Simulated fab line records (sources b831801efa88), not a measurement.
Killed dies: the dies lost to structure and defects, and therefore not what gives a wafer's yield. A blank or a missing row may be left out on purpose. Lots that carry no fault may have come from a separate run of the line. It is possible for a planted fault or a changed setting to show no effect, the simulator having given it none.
fab line records ; flow sky130 ; part 2 of 2: steps 44 to 44 of 44
[record] lots = 6; wafers = 18; lastDay = 50
route steps=708 shown VIA2@524 METAL3@532 CAPM@537 PAD_OPEN@708
lots with no fault: from the same line, run without faults
startH: start of the lot's first displayed wafer, in hours after the record's first day ; waitH: time in hours since the lot's previous step ; " as in the row above ; L1.1+2: a single row standing in for several wafers ; - value missing, or start not given ; * or withheld: withheld ; < > ~ a bound
route shown NAME@n: names a module that has steps shown in the file, with the first one's number in the route ; usual: average and standard deviation across the fault-free wafers ; same: alike in all rows ; chamber/n: place in a boat ; sites: per-site readings ; _std_site: the standard deviation of these ; _edge_site: the outer-site mean with the inner-site mean subtracted ; radiusMm: how far each site lies from the wafer's centre ; mask NAME#n: copy n ; behind: tool/chamber where the wafer was last shaped ; hold: cause of the lot's hold/its duration in hours/its outcome ; device: which transistor (n, p or np) failed to switch ; end of line: the same wafers' tests at the end of the route ; step lacking rows: just its recipe ; killed: count of dies lost to structure and defects at first sort (not the wafer's yield) ; map: a wafer's dies, marking killed ones x, the rest . and places with no die _
set.NAME: the setting as run; set.NAME@STEP: as run at that earlier step ; model.NAME: the simulator's own value behind a step, which no gauge read
certain route steps with their lots: each step a table, each wafer a row
services: the hour from which a tool's chamber was out of use, counted from the record's first day as startH (under 0 if before that day), plus the number of hours and why
[[steps]]
[step SKY_PAD_OPEN_PROBE_99]
[usual] defectLimitedYield = 82.5/1.9; killed_at_M0_to_M3 = 44/6.4; killed_at_M4_up = 3.4/2.1; killedAtContacts = 23/5; killedAtFrontEnd = 15/4.5; killedAtOther = 0.3/0.54; killedDies = 86/9.5; killedOpen = 48/6.9; killedShort = 38/5.9; sort_bin_3_pad_short = 0.8/0.44; sort_bin_5_function = 10.5/1.6; sort_bin_6_memory = 6.1/1.1; sortNPass = 406/9.5; sortYieldPct = 82.5/1.9
[same] grossDies = 492; killedAtBackSide = 0; sort_bin_4_leakage[%] = 0; sort_bin_8_speed[%] = 0
lot.wafer;tool;chamber;startH;waitH;defectLimitedYield[%];killed_at_M0_to_M3;killed_at_M4_up;killedAtContacts;killedAtFrontEnd;killedAtOther;killedDies;killedOpen;killedShort;sort_bin_3_pad_short[%];sort_bin_5_function[%];sort_bin_6_memory[%];sortNPass;sortYieldPct[%];model.etest.via3Chain.rcOhm
L147.3;prober-01;-;1133.52;0.2;85.2;41;2;19;11;0;73;41;32;1.0;8.7;5.1;419;85.2;9.406
L147.4;prober-01;-;1133.57;0.2;82.1;41;5;24;16;2;88;49;37;1.4;10.8;5.7;404;82.1;10.33
L147.6;prober-01;-;1133.67;0.2;80.9;43;4;25;22;0;94;58;35;0.6;12.4;6.1;398;80.9;9.735
L150.1;prober-02;-;1147.58;0.1;78.3;55;6;28;17;1;107;67;38;0.4;13.0;8.3;385;78.3;9.163
L150.4;prober-02;-;1147.73;0.2;79.5;59;4;19;19;0;101;52;47;1.2;13.0;6.3;391;79.5;9.58
L150.6;prober-02;-;1147.83;0.2;78.9;56;2;19;27;0;104;48;56;1.6;13.2;6.3;388;78.9;9.601
L157.3;prober-01;-;1182.39;0.2;82.3;50;3;20;14;0;87;45;42;1.2;12.0;4.5;405;82.3;11.22
L157.4;prober-01;-;1182.44;0.2;83.1;36;3;34;10;0;83;50;33;0.2;11.0;5.7;409;83.1;9.642
L157.5;prober-01;-;1182.49;0.2;83.9;38;5;21;15;0;79;44;35;0.8;8.9;6.3;413;83.9;9.848
L158.4;prober-02;-;1184.65;0.2;82.5;45;7;23;11;0;86;43;43;0.4;11.0;6.1;406;82.5;11.18
L158.5;prober-02;-;1184.70;0.2;80.7;49;1;25;20;0;95;54;41;0.8;12.0;6.5;397;80.7;10.02
L158.6;prober-02;-;1184.75;0.2;83.5;40;4;26;10;1;81;48;33;0.4;8.5;7.5;411;83.5;8.966
L159.1;prober-01;-;1190.05;0.1;83.3;44;5;16;16;1;82;45;37;0.6;8.7;7.3;410;83.3;9.369
L159.4;prober-01;-;1190.20;0.2;82.7;48;6;23;7;1;85;53;32;0.4;9.1;7.7;407;82.7;9.205
L159.5;prober-01;-;1190.25;0.2;83.7;33;1;27;19;0;80;45;35;0.6;12.4;3.3;412;83.7;9.511
L160.1;prober-02;-;1196.41;0.1;85.2;40;5;16;12;0;73;43;29;0.6;8.7;5.5;419;85.2;10.09
L160.4;prober-02;-;1196.56;0.2;84.3;45;2;21;8;1;77;48;28;0.4;9.1;6.1;415;84.3;9.439
L160.6;prober-02;-;1196.66;0.2;82.3;47;4;25;11;0;87;46;41;0.4;10.6;6.7;405;82.3;9.86
// killed by level:class
L147.3 VIA1:geometricParticle:open=16 CONTACT:geometricParticle:open=9 FIELD_ISO:geometricParticle:short=7 VIA1:geometricParticle:short=6 METAL1:geometricParticle:short=4 VIA2:geometricParticle:open=3 LI_CONTACT:geometricParticle:open=3 LOCAL_INTERCONNECT:geometricParticle:short=3
L147.4 VIA2:geometricParticle:open=10 LI_CONTACT:geometricParticle:open=9 VIA1:geometricParticle:open=9 FIELD_ISO:geometricParticle:short=5 LOCAL_INTERCONNECT:geometricParticle:short=5 FIELD_ISO:geometricParticle:open=4 CONTACT:geometricParticle:open=4 POLY_GATE:geometricParticle:short=4
L147.6 LI_CONTACT:geometricParticle:open=12 VIA2:geometricParticle:open=10 VIA1:geometricParticle:open=8 FIELD_ISO:geometricParticle:open=7 CONTACT:geometricParticle:open=7 POLY_GATE:geometricParticle:open=6 METAL3:geometricParticle:short=6 VIA1:geometricParticle:short=5
L150.1 CONTACT:geometricParticle:open=12 VIA3:geometricParticle:open=11 VIA1:geometricParticle:open=11 VIA2:geometricParticle:open=11 METAL2:geometricParticle:short=7 FIELD_ISO:geometricParticle:open=6 VIA2:geometricParticle:short=6 POLY_GATE:geometricParticle:open=5
L150.4 VIA1:geometricParticle:open=24 METAL2:geometricParticle:short=7 VIA3:geometricParticle:open=7 METAL1:geometricParticle:short=6 POLY_GATE:geometricParticle:short=6 LOCAL_INTERCONNECT:geometricParticle:short=5 CONTACT:geometricParticle:short=5 CONTACT:geometricParticle:open=5
L150.6 METAL1:geometricParticle:short=11 VIA1:geometricParticle:open=10 METAL2:geometricParticle:short=10 CONTACT:geometricParticle:open=7 POLY_GATE:geometricParticle:short=5 POLY_GATE:geometricParticle:open=4 VIA3:geometricParticle:open=4 VIA2:geometricParticle:open=4
L157.3 VIA1:geometricParticle:open=12 CONTACT:geometricParticle:open=9 VIA1:geometricParticle:short=8 VIA3:geometricParticle:open=6 METAL2:geometricParticle:short=5 FIELD_ISO:geometricParticle:short=4 POLY_GATE:geometricParticle:open=4 POLY_GATE:geometricParticle:short=4
L157.4 LI_CONTACT:geometricParticle:open=12 CONTACT:geometricParticle:open=9 POLY_GATE:geometricParticle:open=6 METAL1:geometricParticle:short=6 CONTACT:geometricParticle:short=6 VIA1:geometricParticle:open=6 VIA2:geometricParticle:open=6 VIA1:geometricParticle:short=5
L157.5 CONTACT:geometricParticle:open=12 VIA1:geometricParticle:open=12 METAL1:geometricParticle:short=5 VIA2:geometricParticle:open=4 POLY_GATE:geometricParticle:open=4 POLY_GATE:geometricParticle:short=4 METAL4:geometricParticle:short=4 FIELD_ISO:geometricParticle:open=3
L158.4 VIA1:geometricParticle:open=9 METAL2:geometricParticle:short=9 CONTACT:geometricParticle:open=8 VIA2:geometricParticle:open=7 METAL1:geometricParticle:short=7 LI_CONTACT:geometricParticle:open=6 VIA1:geometricParticle:short=6 METAL4:geometricParticle:short=6
L158.5 VIA3:geometricParticle:open=12 LI_CONTACT:geometricParticle:open=9 CONTACT:geometricParticle:open=9 VIA1:geometricParticle:short=6 VIA1:geometricParticle:open=6 METAL2:geometricParticle:short=5 FIELD_ISO:geometricParticle:open=4 FIELD_ISO:geometricParticle:short=4
L158.6 VIA1:geometricParticle:open=16 CONTACT:geometricParticle:open=11 VIA3:geometricParticle:open=8 LI_CONTACT:geometricParticle:open=5 CONTACT:geometricParticle:short=5 FIELD_ISO:geometricParticle:short=4 VIA1:geometricParticle:short=4 METAL4:geometricParticle:short=4
L159.1 VIA1:geometricParticle:open=12 VIA3:geometricParticle:open=7 VIA2:geometricParticle:open=6 LOCAL_INTERCONNECT:geometricParticle:short=6 CONTACT:geometricParticle:open=5 POLY_GATE:geometricParticle:short=4 METAL4:geometricParticle:short=4 METAL3:geometricParticle:short=3
L159.4 CONTACT:geometricParticle:open=12 VIA1:geometricParticle:open=10 VIA2:geometricParticle:open=9 VIA3:geometricParticle:open=9 VIA1:geometricParticle:short=6 METAL2:geometricParticle:short=5 CONTACT:geometricParticle:short=4 METAL1:geometricParticle:short=4
L159.5 CONTACT:geometricParticle:open=10 LOCAL_INTERCONNECT:geometricParticle:short=8 VIA1:geometricParticle:open=8 VIA2:geometricParticle:open=8 FIELD_ISO:geometricParticle:short=6 VIA3:geometricParticle:open=5 CONTACT:geometricParticle:short=5 VIA1:geometricParticle:short=4
L160.1 VIA2:geometricParticle:open=9 CONTACT:geometricParticle:open=7 VIA3:geometricParticle:open=6 VIA1:geometricParticle:short=5 VIA1:geometricParticle:open=5 CONTACT:geometricParticle:short=4 METAL1:geometricParticle:short=4 METAL4:geometricParticle:short=4
L160.4 VIA1:geometricParticle:open=15 VIA3:geometricParticle:open=11 CONTACT:geometricParticle:open=9 LOCAL_INTERCONNECT:geometricParticle:short=6 LI_CONTACT:geometricParticle:open=5 METAL2:geometricParticle:short=4 VIA3:geometricParticle:short=4 POLY_GATE:geometricParticle:short=3
L160.6 LI_CONTACT:geometricParticle:open=9 VIA2:geometricParticle:open=8 VIA3:geometricParticle:open=8 VIA1:geometricParticle:open=7 METAL2:geometricParticle:short=7 CONTACT:geometricParticle:open=5 VIA1:geometricParticle:short=5 METAL3:geometricParticle:short=5
[[services]]
tool;chamber;startH;hours;kind
pvdSputter-01;-;901.17;3.3;repair
pvdSputter-01;1;932.81;-;consumableReplace:kit
pvdSputter-01;1;932.81;18.0;scheduledDown
pvdSputter-01;1;932.81;18.0;ventCycle
rieMetal-02;-;938.92;0.7;repair
rieMetal-01;-;942.45;2.6;repair
rieMetal-01;-;942.82;0.3;repair
pvdSputter-04;0;958.13;-;consumableReplace:kit
pvdSputter-04;0;958.13;18.0;scheduledDown
pvdSputter-04;0;958.13;18.0;ventCycle
rieMetal-03;-;974.87;1.2;repair
rieMetal-04;0;1014.67;-;clean
rieMetal-04;0;1014.67;14.9;scheduledDown
rieMetal-04;0;1014.67;14.9;ventCycle
rieMetal-02;1;1014.87;-;clean
rieMetal-02;1;1014.87;15.3;scheduledDown
rieMetal-02;1;1014.87;15.3;ventCycle
pvdSputter-02;3;1037.66;-;consumableReplace:kit
pvdSputter-02;3;1037.66;18.0;scheduledDown
pvdSputter-02;3;1037.66;18.0;ventCycle
pvdSputter-01;-;1048.57;3.3;repair
[[key]]
[firstSign] step = SKY_METAL3_METAL_ETCH_18; reading = oesProductAu; direction = up; sigmas = 6.9; usual = 0.865; struck = 0.905
effect none on later readings
[modelEffect] step = SKY_METAL3_SPUTTER_04; value = TiN_of_METAL3_SPUTTER_04.thkNm; without = 69.26; struck = 133.6
[modelEffect] step = SKY_PAD_OPEN_PROBE_99; value = etest.via3Chain.rcOhm; without = 9.427; struck = 11.2
metAt SKY_METAL3_SPUTTER_04
struckWafers L157.3,L158.4
onsetBetween 941.79 988.92
[fault] kind = processParameterDrift; tool = pvdSputter-01; chamber = -; onsetH = 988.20; steps = SKY_METAL3_SPUTTER_04; channel = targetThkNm; offset = 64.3; shape = step; endH = 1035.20; actsIn = theseRecipesOnly; stated = 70; scope = struckWafersOnly
